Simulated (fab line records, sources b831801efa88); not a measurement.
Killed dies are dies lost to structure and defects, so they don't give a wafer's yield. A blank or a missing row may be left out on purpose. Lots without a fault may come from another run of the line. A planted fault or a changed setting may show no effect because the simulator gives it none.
Tool commonality check | flow sky130 | 12 lots, 36 wafers sampled

WHY IT WAS OPENED
At SKY_VT_ADJUST_HVTP_TW_MEAS_11 the reading VT_ADJUST_HVTP_TW is flagged on 4 of 12 lots. Wafers without a fault read 1364, standard deviation 6.8.
Rule: a lot is flagged when every wafer of it that has a number lies more than 4 standard deviations from that mean, or none has a number. The other lots count as sound.

lot  | measured    | on            | VT_ADJUST_HVTP_TW, wafer by wafer | flag
L828 | day 6 02:34 | film_metro-02 | 1372 1383 1380                    |
L829 | day 6 10:26 | film_metro-04 | 1356 1354 1354                    |
L830 | day 6 17:42 | film_metro-01 | 1356 1360 1365                    |
L831 | day 7 02:26 | film_metro-02 | 1361 1365 1364                    |
L832 | day 7 04:02 | film_metro-04 | 1362 1368 1359                    |
L833 | day 7 12:39 | film_metro-01 | 1365 1367 1367                    |
L834 | day 7 17:43 | film_metro-04 | 1360 1370 1361                    |
L835 | day 7 23:58 | film_metro-02 | 1366 1374 1376                    |
L836 | day 8 05:24 | film_metro-02 | 968 966 967                       | FLAGGED
L837 | day 8 09:14 | film_metro-02 | 964 971 966                       | FLAGGED
L838 | day 8 22:14 | film_metro-04 | 954 959 964                       | FLAGGED
L839 | day 9 04:00 | film_metro-04 | 955 954 951                       | FLAGGED
The numbers of the flagged lots are 962 on average: -402 against the usual, or -59 standard deviations.

WHICH TOOL RAN EACH LOT
The record holds 1 process step before the reading, out of a route of 708 steps. In each cell: the tool, then ch and the chambers that the sampled wafers went through, then the start.
lot  | flag    | SKY_VT_ADJUST_HVTP_IMPLANT_09
L828 |         | implanter-04 ch 0, day 6 02:19
L829 |         | implanter-04 ch 0, day 6 10:13
L830 |         | implanter-03 ch 0, day 6 17:28
L831 |         | implanter-02 ch 0, day 7 02:11
L832 |         | implanter-04 ch 0, day 7 03:49
L833 |         | implanter-04 ch 0, day 7 12:26
L834 |         | implanter-04 ch 0, day 7 17:28
L835 |         | implanter-02 ch 0, day 7 23:43
L836 | FLAGGED | implanter-04 ch 0, day 8 05:10
L837 | FLAGGED | implanter-02 ch 0, day 8 09:01
L838 | FLAGGED | implanter-02 ch 0, day 8 22:01
L839 | FLAGGED | implanter-03 ch 0, day 9 03:46
What these steps do:
- SKY_VT_ADJUST_HVTP_IMPLANT_09
- SKY_VT_ADJUST_HVTP_TW_MEAS_11

FLAGGED OVER TOTAL, TOOL BY TOOL (the gauges that took the reading come last)
step                          | tool          | lots run | flagged | share of the flagged lots | sound lots run after its first flagged lot
SKY_VT_ADJUST_HVTP_IMPLANT_09 | implanter-02  | 4        | 2       | some                      | 0
SKY_VT_ADJUST_HVTP_IMPLANT_09 | implanter-03  | 2        | 1       | some                      | 0
SKY_VT_ADJUST_HVTP_IMPLANT_09 | implanter-04  | 6        | 1       | some                      | 0
SKY_VT_ADJUST_HVTP_TW_MEAS_11 | film_metro-01 | 2        | 0       | none                      | -
SKY_VT_ADJUST_HVTP_TW_MEAS_11 | film_metro-02 | 5        | 2       | some                      | 0
SKY_VT_ADJUST_HVTP_TW_MEAS_11 | film_metro-04 | 5        | 2       | some                      | 0

WHAT THE TABLE ALLOWS
No row of the table ran every flagged lot.

WHAT THE SIMULATOR HAD PUT IN
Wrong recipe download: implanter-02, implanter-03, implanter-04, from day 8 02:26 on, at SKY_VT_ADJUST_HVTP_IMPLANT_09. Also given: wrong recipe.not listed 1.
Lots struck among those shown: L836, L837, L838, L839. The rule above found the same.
